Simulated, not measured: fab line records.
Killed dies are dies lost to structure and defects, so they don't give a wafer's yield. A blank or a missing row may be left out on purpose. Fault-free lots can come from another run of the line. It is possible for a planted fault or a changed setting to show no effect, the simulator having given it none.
fab line records	flow sky130
record: lots: 13	wafers: 39	last-day: 50
route steps=708 shown RES_XHIGH@336 PAD_OPEN@708
lots that met no fault: taken from a fault-free run of the same line
start-h: start of the lot's first displayed wafer, in hours after the record's first day	wait-h: hours since the lot's step before	" same as the row above	L1.1+2: one row covering several wafers at once	- no value present, or no start provided	* or withheld: withheld	< > ~ a bound
route shown NAME@n: NAME is a module with steps in the file, n the number in the route of the first one	usual: mean/standard deviation taken from wafers without a fault	same: alike in all rows	chamber/n: place in a boat	sites: the reading at each site	_std_site: the standard deviation of these	_edge_site: inner sites' mean taken away from outer sites' mean	radius-mm: how far each site lies from the wafer's centre	mask NAME#n: copy n	behind: tool/chamber where the wafer was last shaped	hold: reason for holding the lot/hours on hold/outcome of the hold	device: which transistor (n, p or np) failed to switch	end of line: the tests these same wafers got at the end of their route	a step given without rows: its recipe and nothing more	killed: dies that structure and defects cost at the first sort, which is not the same as the wafer's yield	map: dies across one wafer; x = killed, . = not, _ = none there
set.NAME: the setting as run; set.NAME@STEP: as run at that earlier step	model.NAME: the simulator's own value behind a step, which no gauge read
the route's steps for a sample of lots (tables are steps, rows are wafers)
services: from which hour (start-h, from the record's first day; less than 0 if before it) a tool's chamber was out of use, for how many hours, and why
== steps ==
step: SKY_RES_XHIGH_EXPOSE_04
recipe: mask-id: URPM	na: 0.6	source-shape: conventional	sigma-outer: 0.6	polarization: unpolarized	target-cd-nm: 1270	dose-mj: 140
usual: reticle-temp-C: 22.99/0.1
lot.wafer	tool	chamber	start-h	wait-h	mask	reticle-temp-C
L662.1	iline-stepper-02	0	607.04	-	URPM#0	23.07
L662.4	"	0	"	"	URPM#0	22.93
L662.6	"	0	"	"	URPM#0	22.99
L664.1	iline-stepper-01	0	628.94	-	URPM#0	23.15
L664.3	"	0	"	"	URPM#0	22.97
L664.6	"	0	"	"	URPM#0	23.02
L665.3	iline-stepper-02	0	641.45	-	URPM#0	23.11
L665.4	"	0	"	"	URPM#0	22.99
L665.6	"	0	"	"	URPM#0	23.04
L666.2	iline-stepper-01	0	648.54	-	URPM#0	22.86
L666.3	"	0	"	"	URPM#0	23.11
L666.4	"	0	"	"	URPM#0	22.90
L669.2	iline-stepper-02	0	676.26	-	URPM#0	22.99
L669.4	"	0	"	"	URPM#0	23.13
L669.5	"	0	"	"	URPM#0	23.04
L670.1	iline-stepper-02	0	680.44	-	URPM#0	22.90
L670.3	"	0	"	"	URPM#0	22.83
L670.5	"	0	"	"	URPM#0	23.07
L671.2	iline-stepper-01	0	687.47	-	URPM#0	22.94
L671.3	"	0	"	"	URPM#0	22.84
L671.4	"	0	"	"	URPM#0	22.98
L672.2	iline-stepper-01	0	695.41	-	URPM#0	22.91
L672.3	"	0	"	"	URPM#0	22.85
L672.6	"	0	"	"	URPM#0	22.85
L675.2	iline-stepper-02	0	724.14	-	NSDM#0	23.01
L675.4	"	0	"	"	NSDM#0	22.78
L675.6	"	0	"	"	NSDM#0	22.91
L681.1	iline-stepper-02	0	769.83	-	URPM#0	22.93
L681.2	"	0	"	"	URPM#0	23.00
L681.3	"	0	"	"	URPM#0	22.94
L682.4	iline-stepper-02	0	777.05	-	URPM#0	22.97
L682.5	"	0	"	"	URPM#0	23.00
L682.6	"	0	"	"	URPM#0	22.98
L683.3	iline-stepper-01	0	780.06	-	URPM#0	22.78
L683.4	"	0	"	"	URPM#0	22.87
L683.5	"	0	"	"	URPM#0	22.90
L684.1	iline-stepper-02	0	788.95	-	URPM#0	23.20
L684.2	"	0	"	"	URPM#0	23.03
L684.6	"	0	"	"	URPM#0	23.00
step: SKY_RES_XHIGH_TW_MEAS_09
usual: RES_XHIGH_TW: 1629/11
lot.wafer	tool	chamber	start-h	wait-h	RES_XHIGH_TW
L662.1	film-metro-04	-	621.42	0.1	1622
L662.4	"	-	"	"	1625
L662.6	"	-	"	"	1628
L664.1	film-metro-03	-	643.39	0.1	1648
L664.3	"	-	"	"	1648
L664.6	"	-	"	"	1635
L665.3	film-metro-03	-	654.89	0.1	1636
L665.4	"	-	"	"	1640
L665.6	"	-	"	"	1635
L666.2	film-metro-03	-	662.54	0.1	1640
L666.3	"	-	"	"	1644
L666.4	"	-	"	"	1633
L669.2	film-metro-02	-	689.58	0.1	1622
L669.4	"	-	"	"	1619
L669.5	"	-	"	"	1615
L670.1	film-metro-02	-	693.38	0.1	1619
L670.3	"	-	"	"	1618
L670.5	"	-	"	"	1632
L671.2	film-metro-04	-	701.76	0.1	1621
L671.3	"	-	"	"	1627
L671.4	"	-	"	"	1630
L672.2	film-metro-04	-	709.98	0.1	1627
L672.3	"	-	"	"	1621
L672.6	"	-	"	"	1625
L675.2	film-metro-02	-	737.85	0.1	30
L675.4	"	-	"	"	30
L675.6	"	-	"	"	30
L681.1	film-metro-03	-	783.53	0.1	1646
L681.2	"	-	"	"	1642
L681.3	"	-	"	"	1644
L682.4	film-metro-02	-	790.85	0.1	1626
L682.5	"	-	"	"	1633
L682.6	"	-	"	"	1640
L683.3	film-metro-02	-	793.86	0.1	1628
L683.4	"	-	"	"	1641
L683.5	"	-	"	"	1644
L684.1	film-metro-04	-	801.45	0.1	1623
L684.2	"	-	"	"	1618
L684.6	"	-	"	"	1614
step: SKY_PAD_OPEN_PROBE_99
usual: killed_at_M0_to_M3: 43/6.7	killed_at_M4_up: 3.2/1.8	killed-at-contacts: 24/4.8	killed-at-front-end: 16/4.2	killed-at-other: 0.3/0.56	killed-dies: 86/8.5	killed-on-rim: 17/3.9	killed-open: 47/6.7	killed-short: 39/6
same: gross-dies: 492	killed-at-back-side: 0
lot.wafer	tool	chamber	start-h	wait-h	killed_at_M0_to_M3	killed_at_M4_up	killed-at-contacts	killed-at-front-end	killed-at-other	killed-dies	killed-on-rim	killed-open	killed-short
L666.2	prober-02	-	1106.62	0.1	39	1	23	14	0	77	14	41	36
L666.3	prober-02	-	1106.67	0.2	41	4	25	15	0	85	21	47	37
L666.4	prober-02	-	1106.72	0.2	43	3	28	17	0	91	18	44	46
L675.2	prober-01	-	1159.11	0.1	49	3	13	16	411	492	96	42	40
L675.4	prober-01	-	1159.21	0.2	37	5	21	16	413	492	96	32	48
L675.6	prober-01	-	1159.31	0.2	31	4	19	19	419	492	96	37	36
killed by level:class
L666.2 VIA1:geometric-particle:open=10 CONTACT:geometric-particle:open=9 LI_CONTACT:geometric-particle:open=8 VIA1:geometric-particle:short=7 POLY_GATE:geometric-particle:open=5 METAL1:geometric-particle:short=5 VIA2:geometric-particle:short=5 POLY_GATE:geometric-particle:short=4
L666.3 LI_CONTACT:geometric-particle:open=7 CONTACT:geometric-particle:open=7 VIA3:geometric-particle:open=7 FIELD_ISO:geometric-particle:open=6 VIA1:geometric-particle:open=5 VIA2:geometric-particle:open=5 LI_CONTACT:geometric-particle:short=4 CONTACT:geometric-particle:short=4
L666.4 CONTACT:geometric-particle:open=12 VIA1:geometric-particle:open=8 CONTACT:geometric-particle:short=8 METAL2:geometric-particle:short=8 POLY_GATE:geometric-particle:short=7 VIA2:geometric-particle:open=5 VIA3:geometric-particle:open=5 POLY_GATE:geometric-particle:open=4
L675.2 RES_XHIGH:area-expose=410 VIA1:geometric-particle:open=14 POLY_GATE:geometric-particle:short=6 VIA2:geometric-particle:open=6 METAL2:geometric-particle:short=6 VIA3:geometric-particle:short=6 FIELD_ISO:geometric-particle:open=4 CONTACT:geometric-particle:open=4
L675.4 RES_XHIGH:area-expose=412 METAL2:geometric-particle:short=8 LOCAL_INTERCONNECT:geometric-particle:short=6 FIELD_ISO:geometric-particle:short=5 LI_CONTACT:geometric-particle:short=5 VIA2:geometric-particle:open=5 CONTACT:geometric-particle:open=5 METAL1:geometric-particle:short=4
L675.6 RES_XHIGH:area-expose=418 CONTACT:geometric-particle:open=8 METAL1:geometric-particle:short=8 POLY_GATE:geometric-particle:open=6 VIA1:geometric-particle:open=6 METAL2:geometric-particle:short=5 LI_CONTACT:geometric-particle:short=4 VIA2:geometric-particle:open=4
== services ==
tool	chamber	start-h	hours	kind
iline-stepper-01	0	600.79	-	calibration
iline-stepper-02	-	653.24	4.6	repair
iline-stepper-01	-	655.32	4.9	repair
iline-stepper-02	0	713.55	-	calibration
iline-stepper-01	-	727.36	28.8	repair
iline-stepper-01	-	756.13	1.7	pm
== key ==
first-sign: step: SKY_RES_XHIGH_EXPOSE_04	reading: mask	direction: changed
effect: step: SKY_RES_XHIGH_TW_MEAS_09	reading: RES_XHIGH_TW	direction: down	sigmas: 99+	usual: 1629	struck: 30
effect: step: SKY_PAD_OPEN_PROBE_99	reading: killed-at-other	direction: up	sigmas: 99+	usual: 0.3	struck: 414.3
more-kills-born-at: SKY_RES_XHIGH_EXPOSE_04@iline-stepper-02: 1240
met-at SKY_RES_XHIGH_EXPOSE_04
struck-lots L675
tester-left-out L675
onset-between 680.44 724.14
fault: kind: wrong-mask	tool: any	chamber: -	onset-h: 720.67	steps: SKY_RES_XHIGH_EXPOSE_04	aux-copy: NSDM#0	scope: struck-lots-only
tester-left-out: of these lots the tester's yield and bins aren't shown, on N5 and GAA mostly nor the transistor test; their killed dies are dies lost to structure and defects alone, not to doping, threshold or leakage, so they don't give the yield
